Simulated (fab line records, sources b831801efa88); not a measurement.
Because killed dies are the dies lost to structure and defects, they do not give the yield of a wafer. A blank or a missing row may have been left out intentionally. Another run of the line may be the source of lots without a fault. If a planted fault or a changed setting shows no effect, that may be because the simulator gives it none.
Which of the tools did it? | flow gf180mcu | 14 lots, 42 wafers sampled, at 5 steps of a route of 602

== WHAT THE GAUGES SHOWED, per wafer ==
GF_CONTACT_THK_MEAS_01. Usual: CONTACT_CVD_00_THK gives 300.7 nm (standard deviation 2.8).
lot  | measured     | on            | CONTACT_CVD_00_THK (nm)             | flag
L313 | day 15 12:23 | film-metro-04 | 302.5 296.4 295.2                   |
L316 | day 16 15:14 | film-metro-04 | 298.0 300.2 299.7                   |
L317 | day 16 20:14 | film-metro-02 | 300.8 305.1 298.1                   |
L318 | day 17 07:46 | film-metro-04 | 454.1 455.5 452.2 454.1 455.8 452.4 | OFF
L319 | day 17 18:51 | film-metro-04 | 302.0 297.6 300.0                   |
L320 | day 17 22:03 | film-metro-04 | 452.2 449.5 452.6 452.9 449.3 453.4 | OFF
L327 | day 20 17:42 | film-metro-04 | 299.2 301.3 304.8                   |
L328 | day 20 20:02 | film-metro-02 | 299.9 299.2 298.2                   |
L330 | day 21 12:40 | film-metro-04 | 297.7 299.7 300.9                   |
L331 | day 21 22:16 | film-metro-02 | 302.5 303.3 301.8                   |
L332 | day 22 08:06 | film-metro-02 | 300.8 304.0 303.4                   |
L333 | day 22 13:02 | film-metro-04 | 297.0 297.5 300.4                   |
L334 | day 23 00:17 | film-metro-02 | 306.8 307.9 306.5                   |
L335 | day 23 11:20 | film-metro-04 | 302.1 303.2 301.2                   |

GF_M2_OVL_MEAS_15. Usual: M2_OVL gives -1 nm (standard deviation 5.4).
lot  | measured     | on         | M2_OVL (nm) | flag
L313 | day 19 10:54 | overlay-01 | 1 -5 -5     |
L316 | day 20 18:44 | overlay-01 | 7 7 4       |
L317 | day 20 22:35 | overlay-02 | 3 -1 3      |
L319 | day 22 00:27 | overlay-02 | 3 8 0       |
L327 | day 24 19:25 | overlay-01 | 6 7 7       |
L328 | day 24 21:28 | overlay-02 | 0 -9 -5     |
L330 | day 25 12:17 | overlay-01 | 0 -7 -5     |
L331 | day 25 21:50 | overlay-02 | -3 -1 0     |
L332 | day 26 06:31 | overlay-01 | -7 -5 -1    |
L333 | day 26 11:32 | overlay-02 | 3 -7 -10    |
L334 | day 26 20:56 | overlay-01 | 0 0 3       |
L335 | day 27 05:21 | overlay-01 | -5 0 -6     |

GF_V2_CD_MEAS_14 targets a cd of 260 nm. Usual: cd-nm at 259.8 nm, with a standard deviation of 1.2.
lot  | measured     | on        | cd-nm (nm)        | flag
L313 | day 20 12:49 | cd-sem-01 | 259.8 259.1 259.1 |
L316 | day 21 19:47 | cd-sem-01 | 260.9 259.3 260.7 |
L317 | day 21 23:52 | cd-sem-01 | 258.5 259.6 259.4 |
L319 | day 23 00:59 | cd-sem-02 | 260.7 259.9 259.6 |
L327 | day 25 18:02 | cd-sem-01 | 261.3 260.8 260.5 |
L328 | day 25 20:01 | cd-sem-02 | 260.7 261.2 261.1 |
L330 | day 26 10:27 | cd-sem-02 | 256.9 257.5 258.1 |
L331 | day 26 19:55 | cd-sem-01 | 261.4 261.0 262.0 |
L332 | day 27 04:26 | cd-sem-02 | 260.1 261.8 260.9 |
L333 | day 27 09:20 | cd-sem-02 | 261.1 260.8 260.0 |
L334 | day 27 18:27 | cd-sem-01 | 258.1 258.2 258.7 |
L335 | day 28 03:01 | cd-sem-01 | 258.6 259.5 260.2 |

== TOOL THAT RAN EACH LOT (tool first, then ch and the chambers of the sampled wafers, then the start) ==
lot  | GF_CONTACT_CVD_00                | GF_V1_SOFTBAKE_10
L313 | hdpcvd-02 ch 0,2, day 15 12:20   | litho-track-01 ch 0, day 19 10:54 or earlier
L316 | hdpcvd-02 ch 0,1, day 16 15:10   | litho-track-01 ch 0, day 20 18:44 or earlier
L317 | hdpcvd-02 ch 1,2, day 16 20:11   | litho-track-03 ch 0, day 20 22:35 or earlier
L318 | hdpcvd-02 ch 1,2, day 17 07:43   | -
L319 | hdpcvd-01 ch 0,1,2, day 17 18:48 | litho-track-03 ch 0, day 22 00:27 or earlier
L320 | hdpcvd-02 ch 0,2, day 17 22:00   | -
L327 | hdpcvd-01 ch 0,1,2, day 20 17:39 | litho-track-01 ch 0, day 24 19:25 or earlier
L328 | hdpcvd-02 ch 0,2, day 20 19:59   | litho-track-03 ch 0, day 24 21:28 or earlier
L330 | hdpcvd-01 ch 1,2, day 21 12:37   | litho-track-04 ch 0, day 25 12:17 or earlier
L331 | hdpcvd-02 ch 0,2, day 21 22:12   | litho-track-03 ch 0, day 25 21:50 or earlier
L332 | hdpcvd-01 ch 0,2, day 22 07:58   | litho-track-04 ch 0, day 26 06:31 or earlier
L333 | hdpcvd-01 ch 0,1,2, day 22 12:59 | litho-track-03 ch 0, day 26 11:32 or earlier
L334 | hdpcvd-02 ch 0,1,2, day 23 00:14 | litho-track-01 ch 0, day 26 20:56 or earlier
L335 | hdpcvd-01 ch 0,1, day 23 11:17   | litho-track-03 ch 0, day 27 05:21 or earlier
- GF_CONTACT_CVD_00: deposits SiO2, target thk 300 nm, time 50 s.
- GF_V1_SOFTBAKE_10: time 61.55 s.

== WHAT THE TOOLS THEMSELVES READ (means of the sampled wafers that have a number; where no wafer has one, the mark that the record gives instead) ==
GF_CONTACT_CVD_00. Usual: sih4-flow-sccm at 60.01 sccm, with a standard deviation of 0.16.
lot  | tool      | sih4-flow-sccm (sccm) | flag
L313 | hdpcvd-02 | 59.95                 |
L316 | hdpcvd-02 | 59.93                 |
L317 | hdpcvd-02 | 59.85                 |
L318 | hdpcvd-02 | 90.02                 | OFF
L319 | hdpcvd-01 | 60.00                 |
L320 | hdpcvd-02 | 90.12                 | OFF
L327 | hdpcvd-01 | 60.02                 |
L328 | hdpcvd-02 | 59.89                 |
L330 | hdpcvd-01 | 59.93                 |
L331 | hdpcvd-02 | 60.08                 |
L332 | hdpcvd-01 | 59.98                 |
L333 | hdpcvd-01 | 60.09                 |
L334 | hdpcvd-02 | 60.08                 |
L335 | hdpcvd-01 | 60.09                 |

GF_V1_SOFTBAKE_10. Usual: chill-plate-temp-C 23.00 C, standard deviation 0.11; plate-sensor-t-centre-C 131.01 C, standard deviation 0.01; plate-sensor-t-edge-C 131.21 C, standard deviation 0.0098; softbake-temp-c 130.00 C, standard deviation 0.15.
lot  | tool           | chill-plate-temp-C (C) | plate-sensor-t-centre-C (C) | plate-sensor-t-edge-C (C) | softbake-temp-c (C) | flag
L313 | litho-track-01 | 23.02                  | 131.00                      | 131.21                    | 129.92              |
L316 | litho-track-01 | 23.07                  | 131.01                      | 131.20                    | 130.26              |
L317 | litho-track-03 | 22.88                  | 131.02                      | 131.20                    | 129.94              |
L319 | litho-track-03 | 23.00                  | 131.01                      | 131.21                    | 129.93              |
L327 | litho-track-01 | 22.98                  | 131.02                      | 131.21                    | 130.01              |
L328 | litho-track-03 | 23.14                  | 131.02                      | 131.21                    | 129.92              |
L330 | litho-track-04 | 23.10                  | 131.01                      | 131.21                    | 130.18              |
L331 | litho-track-03 | 23.09                  | 131.01                      | 131.22                    | 130.08              |
L332 | litho-track-04 | 22.79                  | 131.02                      | 131.20                    | 129.98              |
L333 | litho-track-03 | 23.07                  | 131.02                      | 131.21                    | 130.07              |
L334 | litho-track-01 | 23.08                  | 131.01                      | 131.22                    | 129.89              |
L335 | litho-track-03 | 23.02                  | 131.01                      | 131.21                    | 130.01              |

== THE ANSWER, worked out from the rows above alone ==
Rule: lot off if the mean of its wafers having a number is beyond 3 standard deviations from the usual mean. A lot without any number at a reading at which 4 lots or more have one is off too. All remaining lots with rows at the step are treated as sound. The gauges are gone through in route order, then the tools' own readings, and for those a lot's mean is taken as printed above. The first step at which some lot is off is used, and at that step the reading that is off furthest; a lot without a number counts as furthest.
Off: L318, L320, at GF_CONTACT_THK_MEAS_01 (CONTACT_CVD_00_THK).
A tool fits if, at a process step before that reading, it ran every lot that is off, and no sound lot after the first of them. The gauges at GF_CONTACT_THK_MEAS_01 aren't tried: what is off there is off at GF_CONTACT_CVD_00 too, on other tools, and a gauge's error can't cause that. Of those tried, none fits.

== WHAT WAS PUT IN BY THE SIMULATOR ==
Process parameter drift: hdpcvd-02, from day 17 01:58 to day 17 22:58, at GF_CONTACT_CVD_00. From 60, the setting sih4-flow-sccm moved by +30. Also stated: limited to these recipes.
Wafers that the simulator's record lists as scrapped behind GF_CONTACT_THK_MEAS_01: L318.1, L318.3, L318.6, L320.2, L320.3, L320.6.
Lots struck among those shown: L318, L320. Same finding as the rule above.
